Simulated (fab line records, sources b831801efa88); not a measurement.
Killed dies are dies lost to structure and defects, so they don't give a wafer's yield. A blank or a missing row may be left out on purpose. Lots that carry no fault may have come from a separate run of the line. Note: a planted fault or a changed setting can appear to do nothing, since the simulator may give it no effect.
fab line records	flow sky130
record: lots: 6	wafers: 18	last-day: 51
route steps=708 shown SD_N@344 SD_P@359 RES_XHIGH@360 PAD_OPEN@708
lots that met no fault: from a run of the same line without faults
start-h: the number of hours between the record's first day and the start of the first shown wafer of the lot	wait-h: how many hours have passed since the lot's step before this one	" repeats the value in the row above	L1.1+2: a row that stands for several wafers	- value missing, or start not given	* or withheld: withheld	< > ~ a bound
route shown NAME@n: NAME is a module with steps in the file, n the number in the route of the first one	usual: mean/standard deviation of fault-free wafers	same: alike in all rows	chamber/n: place in a boat	sites: readings site by site	_std_site: standard deviation of those values	_edge_site: inner sites' mean taken away from outer sites' mean	radius-mm: how far each site lies from the wafer's centre	mask NAME#n: copy n	behind: the tool/chamber that last shaped the wafer	hold: why the lot was held/for how many hours/how that ended	device: which transistor (n, p or np) failed to switch	end of line: the same wafers' tests at the end of the route	a step without rows: its recipe alone	killed: not the wafer's yield, but the dies lost to structure and defects at the first sort	map: the dies of a wafer, with x for killed, . for not killed, _ for no die there
set.NAME: setting as actually run; set.NAME@STEP: the setting as run at that earlier step	model.NAME: the simulator's own value behind a step, which no gauge read
a table for each step, a row for each wafer; lots at some steps of the route
services: from which hour (start-h, from the record's first day; less than 0 if before it) a tool's chamber was out of use, for how many hours, and why
== steps ==
step: SKY_SD_N_COAT_02
recipe: resist: NOVOLAK	spin-rpm: 3000	resist-thk-nm: 1140
step: SKY_SD_N_SOFTBAKE_03
recipe: temp-c: 90	time-s: 60	resist: NOVOLAK
step: SKY_SD_N_EXPOSE_04
recipe: mask-id: NSDM	na: 0.6	source-shape: conventional	sigma-outer: 0.6	polarization: unpolarized	target-cd-nm: 380	dose-mj: 141
step: SKY_SD_N_PEB_05
recipe: temp-c: withheld	time-s: *	resist: NOVOLAK
step: SKY_SD_N_DEVELOP_06
recipe: resist: NOVOLAK	developer: TMAH	develop-time-s: 60	dev-temp-c: 23
step: SKY_SD_N_CD_MEAS_07
recipe: target-cd-nm: 380
usual: cd-nm: 379.1/2.6
lot.wafer	tool	chamber	start-h	wait-h	cd-nm
L495.3	cd-sem-02	-	691.75	0.1	383.7
L495.4	"	-	"	"	383.1
L495.5	"	-	"	"	383.1
L500.4	cd-sem-02	-	733.36	0.1	379.4
L500.5	"	-	"	"	380.5
L500.6	"	-	"	"	379.5
L503.4	cd-sem-01	-	757.13	0.1	379.9
L503.5	"	-	"	"	380.0
L503.6	"	-	"	"	378.1
L508.1	cd-sem-01	-	798.77	0.1	377.4
L508.3	"	-	"	"	377.1
L508.6	"	-	"	"	380.6
L510.1	cd-sem-02	-	805.22	0.1	377.9
L510.2	"	-	"	"	376.7
L510.6	"	-	"	"	379.8
L515.1	cd-sem-02	-	835.57	0.1	378.2
L515.4	"	-	"	"	376.9
L515.5	"	-	"	"	376.5
step: SKY_SD_N_OVL_MEAS_08
usual: SD_N_OVL: 0.9/1.3
lot.wafer	tool	chamber	start-h	wait-h	SD_N_OVL[nm]
L495.3	overlay-02	-	691.85	0.1	-1.7
L495.4	"	-	"	"	-0.9
L495.5	"	-	"	"	0.1
L500.4	overlay-02	-	733.43	0.1	3.3
L500.5	"	-	"	"	2.6
L500.6	"	-	"	"	2.7
L503.4	overlay-01	-	757.20	0.1	-0.5
L503.5	"	-	"	"	0.7
L503.6	"	-	"	"	-0.7
L508.1	overlay-01	-	798.89	0.1	-0.2
L508.3	"	-	"	"	2.6
L508.6	"	-	"	"	-0.3
L510.1	overlay-01	-	805.34	0.1	0.5
L510.2	"	-	"	"	-0.4
L510.6	"	-	"	"	0.4
L515.1	overlay-02	-	835.69	0.1	-0.2
L515.4	"	-	"	"	0.3
L515.5	"	-	"	"	0.4
step: SKY_SD_N_IMPLANT_09
recipe: species: As	energy-kev: 50	dose-cm2: 4e+15	tilt-deg: 0
step: SKY_SD_N_IMPLANT_10
recipe: species: P	energy-kev: 20	dose-cm2: 1e+14	tilt-deg: 0
step: SKY_SD_N_STRIP_11
recipe: chemistry: O2/N2	power-w: 1400	pressure-mtorr: 1500	platen-temp-c: withheld	o2-flow-sccm: 3000	n2-flow-sccm: 300	overash-fraction: 0.5
usual: drypump-motor-current-A: 5.47/0.3	oes-product-au: 0.528/0.0047	strip-time-to-endpoint-s: 22.56/0.042
lot.wafer	tool	chamber	start-h	wait-h	drypump-motor-current-A	oes-product-au	rf-hours-counter-h	strip-time-to-endpoint-s
L495.3	plasma-asher-01	0	692.20	0.1	5.21	0.523	-	22.53
L495.4	"	1	"	"	5.77	0.529	-	22.55
L495.5	"	1	"	"	5.77	0.521	-	22.51
L500.4	plasma-asher-02	0	733.79	0.1	5.63	0.534	-	22.53
L500.5	"	1	"	"	6.06	0.532	-	22.56
L500.6	"	0	"	"	5.65	0.519	-	22.57
L503.4	plasma-asher-03	1	757.56	0.1	5.23	0.524	-	22.49
L503.5	"	0	"	"	5.32	0.525	-	22.52
L503.6	"	1	"	"	5.25	0.532	-	22.55
L508.1	plasma-asher-01	0	799.22	0.1	5.20	0.522	36	22.62
L508.3	"	1	"	"	5.73	0.525	-	22.53
L508.6	"	1	"	"	5.76	0.527	-	22.53
L510.1	plasma-asher-02	0	805.67	0.1	5.64	0.535	102	22.58
L510.2	"	1	"	"	6.07	0.527	102	22.53
L510.6	"	0	"	"	5.63	0.529	-	22.53
L515.1	plasma-asher-01	0	836.02	0.1	5.24	0.529	39	22.64
L515.4	"	0	"	"	5.21	0.530	-	22.65
L515.5	"	1	"	"	5.72	0.527	-	22.62
step: SKY_SD_N_TW_MEAS_12
usual: SD_N_TW: 3976/42
lot.wafer	tool	chamber	start-h	wait-h	SD_N_TW
L495.3	film-metro-04	-	692.29	0.1	4010
L495.4	"	-	"	"	4007
L495.5	"	-	"	"	4022
L500.4	film-metro-01	-	733.88	0.1	3910
L500.5	"	-	"	"	3920
L500.6	"	-	"	"	3918
L503.4	film-metro-03	-	757.65	0.1	3970
L503.5	"	-	"	"	3978
L503.6	"	-	"	"	3984
L508.1	film-metro-04	-	799.32	0.1	4015
L508.3	"	-	"	"	3991
L508.6	"	-	"	"	4026
L510.1	film-metro-03	-	805.77	0.1	3968
L510.2	"	-	"	"	3976
L510.6	"	-	"	"	3983
L515.1	film-metro-04	-	836.12	0.1	4008
L515.4	"	-	"	"	3991
L515.5	"	-	"	"	4016
step: SKY_SD_N_CLEAN_13
recipe: chemistry: SC1/SC2	mix: 1:4:20	temp-c: 70	time-s: 150	dry: n2-spin
step: SKY_SD_N_RTA_14
recipe: temp-c: 1075	time-s: 2	idle-temp-c: 650	ramp-up-c-per-s: 150	ramp-down-c-per-s: 90	ambient: N2
usual: lamp-power-pct: 15.74/0.058	wafer_temp_C_max: 1078.1/1.3
same: time-s: 2
lot.wafer	tool	chamber	start-h	wait-h	lamp-power-pct	wafer_temp_C_max
L495.3	rtp-anneal-02	0	692.40	0.0	15.65	1077.5
L495.4	"	0	"	"	15.83	1080.6
L495.5	"	0	"	"	15.77	1077.6
L500.4	rtp-anneal-01	0	733.99	0.0	15.71	1079.1
L500.5	"	0	"	"	15.79	1080.5
L500.6	"	0	"	"	15.70	1077.6
L503.4	rtp-anneal-02	0	757.76	0.0	15.72	1079.0
L503.5	"	0	"	"	15.66	1078.0
L503.6	"	0	"	"	15.79	1077.6
L508.1	rtp-anneal-01	0	799.43	0.0	15.70	1079.0
L508.3	"	0	"	"	15.67	1078.2
L508.6	"	0	"	"	15.79	1076.0
L510.1	rtp-anneal-01	0	805.88	0.0	15.75	1078.9
L510.2	"	0	"	"	15.65	1077.0
L510.6	"	0	"	"	15.80	1078.1
L515.1	rtp-anneal-02	0	836.23	0.0	15.71	1075.9
L515.4	"	0	"	"	15.79	1076.6
L515.5	"	0	"	"	15.90	1079.1
step: SKY_SD_N_RS_MEAS_16
recipe: thk-meas-gauge: four-point-probe
usual: SD_N_RS: 68.63/0.12
lot.wafer	tool	chamber	start-h	wait-h	hold	SD_N_RS[ohm/sq]
L495.3	film-metro-01	-	692.59	0.1	-	68.75
L495.4	"	-	"	"	-	68.39
L495.5	"	-	"	"	-	68.32
L500.4	film-metro-04	-	734.20	0.1	-	68.63
L500.5	"	-	"	"	-	68.69
L500.6	"	-	"	"	-	68.67
L503.4	film-metro-03	-	757.99	0.1	-	68.54
L503.5	"	-	"	"	-	68.42
L503.6	"	-	"	"	-	68.63
L508.1	film-metro-04	-	799.61	0.1	await-dispo/0.2h/release	71.18
L508.3	"	-	"	"	await-dispo/0.2h/release	71.32
L508.6	"	-	"	"	await-dispo/0.2h/release	71.19
L508.1	film-metro-04	-	799.97	0.3	-	71.19
L508.3	"	-	"	"	-	71.00
L508.6	"	-	"	"	-	71.17
L510.1	film-metro-04	-	806.05	0.1	await-dispo/0.2h/release	71.29
L510.2	"	-	"	"	await-dispo/0.2h/release	71.26
L510.6	"	-	"	"	await-dispo/0.2h/release	71.28
L510.1	film-metro-04	-	806.41	0.3	-	71.27
L510.2	"	-	"	"	-	71.31
L510.6	"	-	"	"	-	71.34
L515.1	film-metro-03	-	836.41	0.1	-	68.50
L515.4	"	-	"	"	-	68.52
L515.5	"	-	"	"	-	68.71
step: SKY_SD_N_RS_MEAS_17
recipe: thk-meas-gauge: four-point-probe
usual: SD_P_RS: 147.2/0.37
lot.wafer	tool	chamber	start-h	wait-h	hold	SD_P_RS[ohm/sq]
L495.3	film-metro-01	-	692.71	0.1	-	146.7
L495.4	"	-	"	"	-	146.8
L495.5	"	-	"	"	-	146.3
L500.4	film-metro-04	-	734.32	0.1	-	147.3
L500.5	"	-	"	"	-	147.7
L500.6	"	-	"	"	-	147.1
L503.4	film-metro-03	-	758.11	0.1	-	146.9
L503.5	"	-	"	"	-	147.0
L503.6	"	-	"	"	-	147.0
L508.1	film-metro-04	-	801.47	1.5	await-dispo/0.2h/release	162.1
L508.3	"	-	"	"	await-dispo/0.2h/release	162.3
L508.6	"	-	"	"	await-dispo/0.2h/release	162.0
L508.1	film-metro-04	-	801.76	0.3	-	162.5
L508.3	"	-	"	"	-	162.0
L508.6	"	-	"	"	-	162.1
L510.1	film-metro-04	-	807.93	1.5	await-dispo/0.2h/release	162.0
L510.2	"	-	"	"	await-dispo/0.2h/release	161.9
L510.6	"	-	"	"	await-dispo/0.2h/release	162.0
L510.1	film-metro-04	-	808.21	0.3	-	162.1
L510.2	"	-	"	"	-	162.1
L510.6	"	-	"	"	-	162.1
L515.1	film-metro-03	-	836.53	0.1	-	147.2
L515.4	"	-	"	"	-	147.1
L515.5	"	-	"	"	-	147.1
step: SKY_SD_N_RS_MEAS_18
recipe: thk-meas-gauge: four-point-probe
usual: RES_XHIGH_RS: 335.9/1.1
lot.wafer	tool	chamber	start-h	wait-h	hold	RES_XHIGH_RS[ohm/sq]
L495.3	film-metro-01	-	692.83	0.1	-	336.5
L495.4	"	-	"	"	-	336.5
L495.5	"	-	"	"	-	334.9
L500.4	film-metro-04	-	734.44	0.1	-	336.3
L500.5	"	-	"	"	-	335.5
L500.6	"	-	"	"	-	335.5
L503.4	film-metro-03	-	758.23	0.1	-	334.9
L503.5	"	-	"	"	-	335.9
L503.6	"	-	"	"	-	334.4
L508.1	film-metro-04	-	807.04	5.3	await-dispo/5.2h/release	339.0
L508.3	"	-	"	"	await-dispo/5.2h/release	338.1
L508.6	"	-	"	"	await-dispo/5.2h/release	338.5
L510.1	film-metro-04	-	814.50	6.3	await-dispo/6.2h/release	336.7
L510.2	"	-	"	"	await-dispo/6.2h/release	336.8
L510.6	"	-	"	"	await-dispo/6.2h/release	338.3
L515.1	film-metro-03	-	836.65	0.1	-	336.1
L515.4	"	-	"	"	-	335.5
L515.5	"	-	"	"	-	336.2
step: SKY_PAD_OPEN_PROBE_99
usual: killed_at_M0_to_M3: 43/7.3	killed_at_M4_up: 3.4/2.1	killed-at-contacts: 24/5.9	killed-at-front-end: 14/4	killed-at-other: 0.3/0.54	killed-dies: 85/10	killed-open: 46/7.7	killed-short: 38/6
same: gross-dies: 492	killed-at-back-side: 0
lot.wafer	tool	chamber	start-h	wait-h	killed_at_M0_to_M3	killed_at_M4_up	killed-at-contacts	killed-at-front-end	killed-at-other	killed-dies	killed-open	killed-short	model.etest.res-xhigh-po.line-ohm-um	model.etest.res-xhigh-po.rs-ohm-sq-rim-less-centre	model.etest.res-xhigh-po.rs-ohm-sq-range	model.etest.res-xhigh-po.rs-ohm-sq	model.etest.pfet_01v8.r-on-ohm-um	model.etest.tip-p.rs-ohm-sq	model.etest.res-pdiff.line-ohm-um	model.etest.tip-p.rs-ohm-sq-rim-less-centre
L495.3	prober-01	-	1119.84	0.2	45	4	30	27	0	106	56	50	5675	10.04	44.22	2020	2930	6858	1393	-39.22
L495.4	prober-01	-	1119.89	0.2	41	5	30	17	1	94	48	46	5639	-7.161	35.26	1965	2872	6839	1350	-79.05
L495.5	prober-01	-	1119.94	0.2	51	5	29	13	0	98	55	43	5290	-11.48	42.67	1852	2894	6791	1341	-139.1
L500.4	prober-02	-	1147.00	0.2	54	2	7	11	0	74	41	33	5689	37.48	64.12	1982	2840	6821	1361	-81.24
L500.5	prober-02	-	1147.05	0.2	43	5	22	14	0	84	44	40	5890	59.38	71.26	2037	2819	6760	1397	-109.2
L500.6	prober-02	-	1147.10	0.2	45	3	28	23	0	99	52	47	5764	50.63	69.47	1980	2788	6766	1397	-79.38
L503.4	prober-01	-	1164.27	0.2	44	1	25	9	1	80	37	42	5980	-130.6	148	2103	2907	6691	1355	-19.19
L503.5	prober-01	-	1164.32	0.2	38	3	19	14	0	74	42	32	6142	-106.2	122.7	2164	2816	6674	1366	30.47
L503.6	prober-01	-	1164.37	0.2	32	5	18	15	0	70	33	37	6065	-101.5	116.6	2141	2866	6676	1343	39.12
L508.1	prober-02	-	1192.42	0.1	47	6	22	15	1	91	50	41	7152	616.9	645.2	2480	3107	6918	1488	99.41
L508.3	prober-02	-	1192.52	0.2	51	4	19	10	1	85	39	46	7449	648.4	662.5	2597	3059	6960	1458	78.61
L508.6	prober-02	-	1192.67	0.2	36	1	23	18	1	79	42	35	7284	636	661.5	2556	3121	6932	1491	108.8
L510.1	prober-02	-	1197.93	0.1	47	1	25	19	1	93	56	37	7159	733.5	750.3	2528	3077	6869	1528	97.44
L510.2	prober-02	-	1197.98	0.1	48	5	25	16	0	94	50	44	6848	711.3	721.4	2441	3058	6877	1539	167.7
L510.6	prober-02	-	1198.18	0.2	42	3	34	9	0	88	47	41	6910	716.6	734	2421	3054	6863	1510	63.76
L515.1	prober-02	-	1214.84	0.1	53	3	14	9	0	79	46	32	5402	-140.8	162.5	1865	2854	6708	1386	-44.22
L515.4	prober-02	-	1214.99	0.2	42	5	16	17	0	80	38	41	5637	-127.6	157.3	1966	2803	6716	1378	-13.63
L515.5	prober-02	-	1215.04	0.2	36	5	27	20	0	88	45	39	5596	-136.4	151.4	1976	2860	6714	1393	-7.953
killed by level:class
L495.3 CONTACT:geometric-particle:open=13 POLY_GATE:geometric-particle:open=8 VIA3:geometric-particle:open=8 LOCAL_INTERCONNECT:geometric-particle:short=7 METAL1:geometric-particle:short=6 VIA1:geometric-particle:open=6 VIA2:geometric-particle:open=6 METAL3:geometric-particle:short=5
L495.4 CONTACT:geometric-particle:open=13 VIA1:geometric-particle:open=9 LI_CONTACT:geometric-particle:open=7 CONTACT:geometric-particle:short=7 VIA3:geometric-particle:open=7 METAL1:geometric-particle:short=5 FIELD_ISO:geometric-particle:short=4 VIA1:geometric-particle:short=4
L495.5 VIA1:geometric-particle:open=13 CONTACT:geometric-particle:open=11 LI_CONTACT:geometric-particle:open=8 VIA2:geometric-particle:open=8 METAL1:geometric-particle:short=7 VIA3:geometric-particle:open=6 VIA1:geometric-particle:short=5 METAL2:geometric-particle:short=5
L500.4 VIA1:geometric-particle:open=19 VIA1:geometric-particle:short=7 FIELD_ISO:geometric-particle:short=6 METAL1:geometric-particle:short=5 VIA2:geometric-particle:open=5 METAL1:geometric-particle:open=4 VIA3:geometric-particle:open=4 LI_CONTACT:geometric-particle:open=3
L500.5 VIA1:geometric-particle:open=11 LI_CONTACT:geometric-particle:open=10 METAL1:geometric-particle:short=7 FIELD_ISO:geometric-particle:short=6 CONTACT:geometric-particle:open=5 METAL2:geometric-particle:short=5 VIA1:geometric-particle:short=4 POLY_GATE:geometric-particle:short=3
L500.6 VIA1:geometric-particle:open=11 CONTACT:geometric-particle:open=10 METAL2:geometric-particle:short=8 VIA2:geometric-particle:open=7 FIELD_ISO:geometric-particle:open=6 FIELD_ISO:geometric-particle:short=5 POLY_GATE:geometric-particle:short=5 LI_CONTACT:geometric-particle:short=5
L503.4 CONTACT:geometric-particle:open=7 LOCAL_INTERCONNECT:geometric-particle:short=7 VIA1:geometric-particle:short=7 VIA1:geometric-particle:open=7 VIA3:geometric-particle:open=6 METAL2:geometric-particle:short=5 VIA2:geometric-particle:open=5 LI_CONTACT:geometric-particle:open=4
L503.5 CONTACT:geometric-particle:open=10 VIA1:geometric-particle:open=8 VIA3:geometric-particle:open=6 FIELD_ISO:geometric-particle:short=5 VIA2:geometric-particle:open=5 VIA1:geometric-particle:short=4 VIA3:geometric-particle:short=4 LI_CONTACT:geometric-particle:open=3
L503.6 VIA1:geometric-particle:open=11 VIA1:geometric-particle:short=5 FIELD_ISO:geometric-particle:short=4 POLY_GATE:geometric-particle:short=4 LI_CONTACT:geometric-particle:open=4 LOCAL_INTERCONNECT:geometric-particle:short=4 CONTACT:geometric-particle:short=4 CONTACT:geometric-particle:open=4
L508.1 VIA1:geometric-particle:open=11 CONTACT:geometric-particle:open=10 VIA2:geometric-particle:open=8 VIA3:geometric-particle:open=8 FIELD_ISO:geometric-particle:short=5 LOCAL_INTERCONNECT:geometric-particle:short=5 METAL1:geometric-particle:short=5 METAL2:geometric-particle:short=5
L508.3 VIA3:geometric-particle:open=9 CONTACT:geometric-particle:open=8 VIA2:geometric-particle:open=7 METAL2:geometric-particle:short=6 CONTACT:geometric-particle:short=6 METAL1:geometric-particle:short=5 VIA1:geometric-particle:open=5 VIA3:geometric-particle:short=5
L508.6 CONTACT:geometric-particle:open=11 VIA1:geometric-particle:open=11 FIELD_ISO:geometric-particle:short=7 VIA3:geometric-particle:open=6 LI_CONTACT:geometric-particle:open=6 METAL2:geometric-particle:short=4 FIELD_ISO:geometric-particle:open=3 POLY_GATE:geometric-particle:open=3
L510.1 VIA1:geometric-particle:open=13 CONTACT:geometric-particle:open=10 VIA3:geometric-particle:open=9 LI_CONTACT:geometric-particle:open=7 FIELD_ISO:geometric-particle:open=6 METAL2:geometric-particle:short=5 VIA1:geometric-particle:short=4 CONTACT:geometric-particle:short=4
L510.2 CONTACT:geometric-particle:open=12 VIA1:geometric-particle:open=11 LI_CONTACT:geometric-particle:open=7 VIA3:geometric-particle:short=7 VIA3:geometric-particle:open=7 VIA1:geometric-particle:short=6 METAL4:geometric-particle:short=5 METAL1:geometric-particle:short=4
L510.6 LI_CONTACT:geometric-particle:open=13 VIA1:geometric-particle:open=10 CONTACT:geometric-particle:open=9 CONTACT:geometric-particle:short=7 METAL2:geometric-particle:short=6 VIA2:geometric-particle:open=6 FIELD_ISO:geometric-particle:short=4 VIA2:geometric-particle:short=4
L515.1 VIA1:geometric-particle:open=14 VIA2:geometric-particle:open=9 VIA3:geometric-particle:open=7 METAL1:geometric-particle:short=6 VIA2:geometric-particle:short=5 LI_CONTACT:geometric-particle:open=3 CONTACT:geometric-particle:open=3 METAL1:geometric-particle:open=3
L515.4 VIA1:geometric-particle:open=9 VIA1:geometric-particle:short=7 VIA2:geometric-particle:open=6 METAL3:geometric-particle:short=5 LI_CONTACT:geometric-particle:open=5 CONTACT:geometric-particle:open=5 METAL1:geometric-particle:short=5 METAL2:geometric-particle:short=5
L515.5 LI_CONTACT:geometric-particle:open=8 CONTACT:geometric-particle:open=7 VIA2:geometric-particle:open=7 FIELD_ISO:geometric-particle:open=6 CONTACT:geometric-particle:short=6 VIA1:geometric-particle:open=6 LOCAL_INTERCONNECT:geometric-particle:short=5 METAL2:geometric-particle:short=5
== services ==
tool	chamber	start-h	hours	kind
plasma-asher-01	-	696.50	1.5	repair
plasma-asher-01	-	753.08	14.6	pm
plasma-asher-03	-	765.50	1.9	repair
plasma-asher-03	-	789.00	0.8	repair
== key ==
first-sign: step: SKY_SD_N_RS_MEAS_16	reading: visit	direction: added
effect: step: SKY_SD_N_RS_MEAS_16	reading: SD_N_RS	direction: up	sigmas: 21	usual: 68.63	struck: 71.25
effect: step: SKY_SD_N_RS_MEAS_17	reading: visit	direction: added
effect: step: SKY_SD_N_RS_MEAS_17	reading: SD_P_RS	direction: up	sigmas: 40	usual: 147.2	struck: 162.0
effect: step: SKY_SD_N_RS_MEAS_18	reading: RES_XHIGH_RS	direction: up	sigmas: 1.8	usual: 335.9	struck: 337.9
model-effect: step: SKY_PAD_OPEN_PROBE_99	value: etest.res-xhigh-po.line-ohm-um	without: 5991	struck: 7134
met-at SKY_SD_N_RTA_14
struck-wafers L508.1,L508.3,L508.6,L510.1,L510.2,L510.6
tester-left-out L508,L510
loop-trim: step: SKY_POLY_GATE_EXPOSE_10	setting: dose	lots: L508
onset-between 733.99 799.43
fault: kind: process-parameter-drift	tool: rtp-anneal-01	chamber: -	onset-h: 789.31	steps: SKY_SD_N_RTA_14	channel: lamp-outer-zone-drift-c	offset: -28	shape: step	end-h: 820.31
tester-left-out: of these lots the tester's yield and bins aren't shown, on N5 and GAA mostly nor the transistor test; their killed dies are dies lost to structure and defects alone, not to doping, threshold or leakage, so they don't give the yield
loop-trim: a control loop set the setting to another value than it would have without faults
